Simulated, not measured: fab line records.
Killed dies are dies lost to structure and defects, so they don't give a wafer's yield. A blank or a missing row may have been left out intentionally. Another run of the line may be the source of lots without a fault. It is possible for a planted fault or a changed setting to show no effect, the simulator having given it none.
2 desks looking at one fault / flow gf180mcu / each desk holds nothing but its own numbers, with what lay behind them at the end

== METROLOGY DESK ==
Means of the sampled wafers that have a number, per lot and without regard to the tool the lot ran on: this is what the gauges read. Any lot whose mean is over 4 standard deviations away from the usual mean is out of limits and marked OUT; that distance is given in the brackets.
Columns: A = HV_LDD_3_TW at GF_HV_LDD_TW_MEAS_38, usual 1436
lot=L489; first seen here=day 11 15:05; A=1438
lot=L490; first seen here=day 11 23:57; A=1438
lot=L491; first seen here=day 12 07:08; A=1442
lot=L492; first seen here=day 12 15:23; A=1430
lot=L493; first seen here=day 12 18:34; A=1434
lot=L495; first seen here=day 13 09:25; A=1433
lot=L494; first seen here=day 13 19:05; A=1450
lot=L498; first seen here=day 14 10:19; A=1427
lot=L499; first seen here=day 14 21:16; A=1439
lot=L500; first seen here=day 15 00:26; A=1442
lot=L501; first seen here=day 15 11:26; A=1472 (+4.6) OUT
lot=L503; first seen here=day 16 03:53; A=1458
lot=L511; first seen here=day 18 17:26; A=1434
lot=L512; first seen here=day 19 07:58; A=1430
Finding of this desk: L501 out of limits, first seen on L501 at day 15 11:26 (HV_LDD_3_TW at GF_HV_LDD_TW_MEAS_38). L489, L490, L491, L492, L493, L495, L494, L498, L499, L500, L503, L511, L512 stayed within limits.

== FOR THE TOOL OWNER'S DESK: implanter-04 ==
The tool's own readings at GF_HV_LDD_IMPLANT_36, given as means over the sampled wafers that have a number, one for each lot that went through this tool. Any lot whose mean is over 4 standard deviations away from the usual mean is out of limits and marked OUT; that distance is given in the brackets.
Columns: A = beam_on_s at GF_HV_LDD_IMPLANT_36, usual 10.00 s; B = faraday_current_uA at GF_HV_LDD_IMPLANT_36, usual 42.3
lot=L490; first seen here=day 11 23:44; A=10.03; B=42.3
lot=L491; first seen here=day 12 06:53; A=10.12; B=41.9
lot=L494; first seen here=day 13 18:50; A=9.76; B=43.2
lot=L499; first seen here=day 14 20:52; A=10.03; B=42.2
lot=L500; first seen here=day 15 00:11; A=9.96; B=42.5
lot=L501; first seen here=day 15 11:11; A=12.96 (+16) OUT; B=32.7 (-12) OUT
lot=L503; first seen here=day 16 03:38; A=12.89 (+15) OUT; B=32.8 (-12) OUT
lot=L512; first seen here=day 19 07:43; A=9.90; B=42.7
This desk's finding: out of limits on L501, L503; first on L501, day 15 11:11 (beam_on_s at GF_HV_LDD_IMPLANT_36). L490, L491, L494, L499, L500, L512 stayed within limits.

== TAKEN TOGETHER ==
An alarm could have come from the tool owner's desk at day 15 11:11, on L501, L503.
Metrology desk: alarm possible at day 15 11:26 on L501.
The metrology desk has L503 on record, within its limits.
All the named lots went through GF_HV_LDD_IMPLANT_36 on implanter-04.

== WHAT WAS PUT IN BY THE SIMULATOR ==
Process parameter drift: implanter-04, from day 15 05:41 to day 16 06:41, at GF_HV_LDD_IMPLANT_36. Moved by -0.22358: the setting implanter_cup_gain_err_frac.
Lots struck among those shown: L501, L503.
Delay (hours) between the fault's onset and each desk's first out-of-limits reading: 6 at the tool owner's desk, 6 at the metrology desk.
